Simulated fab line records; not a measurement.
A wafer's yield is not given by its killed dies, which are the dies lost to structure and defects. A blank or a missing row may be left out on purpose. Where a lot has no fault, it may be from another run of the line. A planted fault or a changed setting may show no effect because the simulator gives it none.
Matching of chambers    flow gf180mcu    cmp-02 running GF_CONTACT_CMP_04: 4 sister chambers
The step polishes SiO2. 22 wafers are shown with their chamber, then 11 later ones without.

## WAFERS, EACH WITH ITS CHAMBER
wafer   chamber  motor-current-A (A)  time-to-endpoint-s (s)  platen-rpm (rpm)
L680.1  0        12.1                 105                     59.97
L680.5  0        11.6                 114                     60.03
L680.6  3        13.5                 109                     59.96
L682.1  3        13.1                 108                     59.96
L682.4  2        10.9                 120                     60.00
L682.6  2        11.4                 118                     60.01
L690.1  0        11.5                 112                     60.00
L690.3  3        13.3                 102                     60.04
L690.4  1        11.8                 119                     59.99
L691.1  3        13.0                 108                     59.99
L691.5  0        11.6                 116                     60.04
L691.6  3        12.9                 117                     60.08
L692.1  0        11.2                 113                     59.99
L692.5  0        11.8                 117                     59.99
L692.6  3        13.3                 118                     59.98
L693.1  2        10.7                 117                     59.99
L693.3  0        11.9                 114                     59.99
L693.5  1        12.0                 119                     59.98
L696.1  0        11.9                 119                     60.03
L696.2  2        11.4                 120                     60.07
L696.5  3        13.2                 119                     60.01
L699.1  0        12.1                 113                     59.94

SIGNATURES (averages over the wafers above)
reading             chamber 0  chamber 1  chamber 2  chamber 3  scatter within a chamber
motor-current-A     11.744     11.900     11.100     13.186     0.274
time-to-endpoint-s  113.67     119.00     118.75     111.57     4.6
platen-rpm          59.9978    59.9850    60.0175    60.0029    0.0364
Rule: for each reading, subtract the chamber's mean from the wafer's reading, divide by that reading's scatter and square the result; add these up over the readings and take the root, which gives the wafer's distance from the chamber. The wafer belongs to the nearest chamber; if the next one is less than 2 further off, it can't be placed. The scatter: the root of (the sum of the squares of (reading less its chamber's mean) over the shown wafers, divided by (wafers less chambers)).

## WAFERS MISSING THEIR CHAMBER
wafer   motor-current-A (A)  time-to-endpoint-s (s)  platen-rpm (rpm)
L699.4  13.1                 110                     60.08
L699.6  11.2                 122                     59.97
L701.1  13.1                 112                     59.95
L701.3  10.7                 113                     60.01
L701.5  11.4                 120                     59.99
L702.4  11.8                 120                     60.05
L702.5  10.9                 131                     60.03
L702.6  11.7                 120                     60.01
L703.2  11.3                 112                     59.96
L703.4  11.5                 122                     59.89
L703.6  11.0                 120                     60.06

## EACH ONE'S CHAMBER
wafer    from the rows above            in truth
L699.4   3                              3
L699.6   can't be placed: 2 or 1 or 0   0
L701.1   3                              3
L701.3   can't be placed: 2 or 0        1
L701.5   can't be placed: 2 or 1 or 0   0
L702.4   can't be placed: 1 or 0 or 2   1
L702.5   can't be placed: 2 or 1        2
L702.6   can't be placed: 1 or 0 or 2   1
L703.2   can't be placed: 0 or 2 or 1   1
L703.4   can't be placed: 1 or 0 or 2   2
L703.6   2                              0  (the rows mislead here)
2 of 11 placed correctly. Unplaceable from these rows: 8, with the true chamber sitting among the candidates in 7. Wrongly placed: 1.
